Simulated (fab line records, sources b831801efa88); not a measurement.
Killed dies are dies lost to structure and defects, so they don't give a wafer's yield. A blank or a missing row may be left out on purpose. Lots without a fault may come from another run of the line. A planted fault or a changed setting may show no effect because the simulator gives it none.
Which tool did it? | flow gf180mcu | 24 lots, 72 wafers sampled, at 1 step of a route of 602

WHAT THE GAUGES READ, wafer by wafer
GF_NWELL_TW_MEAS_11.
lot  | measured    | on            | NWELL_TW
L074 | day 3 16:44 | film_metro-01 | 1578 1572 1573
L075 | day 3 17:11 | film_metro-04 | 1602 1604 1595
L076 | day 3 22:52 | film_metro-03 | 1594 1589 1594
L077 | day 4 07:18 | film_metro-04 | 1588 1586 1590
L078 | day 4 08:58 | film_metro-04 | 1594 1591 1587
L079 | day 4 15:30 | film_metro-03 | 1587 1595 1594
L080 | day 4 19:36 | film_metro-01 | 1567 1574 1568
L081 | day 5 01:03 | film_metro-03 | 1588 1585 1589
L082 | day 5 04:58 | film_metro-03 | 1576 1583 1586
L083 | day 5 11:52 | film_metro-04 | 1575 1578 1586
L084 | day 5 16:19 | film_metro-04 | 1582 1578 1580
L085 | day 5 21:10 | film_metro-01 | 1562 1565 1575
L086 | day 6 02:16 | film_metro-04 | 1586 1589 1596
L087 | day 6 09:00 | film_metro-04 | 1589 1599 1595
L088 | day 6 14:10 | film_metro-04 | 1601 1583 1598
L089 | day 6 17:55 | film_metro-04 | 1595 1589 1595
L090 | day 7 00:56 | film_metro-03 | 1596 1586 1595
L091 | day 7 06:30 | film_metro-03 | 1591 1579 1585
L092 | day 7 12:53 | film_metro-04 | 1583 1586 1582
L093 | day 7 16:28 | film_metro-01 | 1562 1569 1554
L094 | day 7 23:06 | film_metro-04 | 1585 1593 1595
L095 | day 8 03:34 | film_metro-03 | 1591 1596 1597
L096 | day 8 10:13 | film_metro-03 | 1585 1594 1590
L097 | day 8 16:38 | film_metro-01 | 1556 1572 1569

WHICH TOOL RAN EACH LOT (tool, then ch and the chambers of the sampled wafers, then the start)
The record holds no process step before these readings.

WHAT THE TOOLS THEMSELVES READ (means of the sampled wafers that have a number; where no wafer has one, the mark that the record gives instead)
The record holds no such reading with a usual standard deviation.

THE ANSWER, worked out from the rows above alone
Rule: what is usual is taken from the lots themselves. Put in order of their means at a reading, lots are off if they are a third of the lots or fewer, leave a main group of 4 or more, and stand apart from it by a gap of 3 or more times the standard deviation of the main group's means; of several such gaps the widest counts. A main group whose means are all the same, to the digits that the tables above print for the reading, isn't used. A lot without any number at a reading at which 4 lots or more have one is off too. The other lots that the step has rows for count as sound. The gauges are gone through in route order, then the tools' own readings, and for those a lot's mean is taken as printed above. The first step at which some lot is off is used, and at that step the reading that is off furthest; a lot without a number counts as furthest.
No lot is off at any reading shown: from this, nothing can be told.

WHAT THE SIMULATOR HAD PUT IN
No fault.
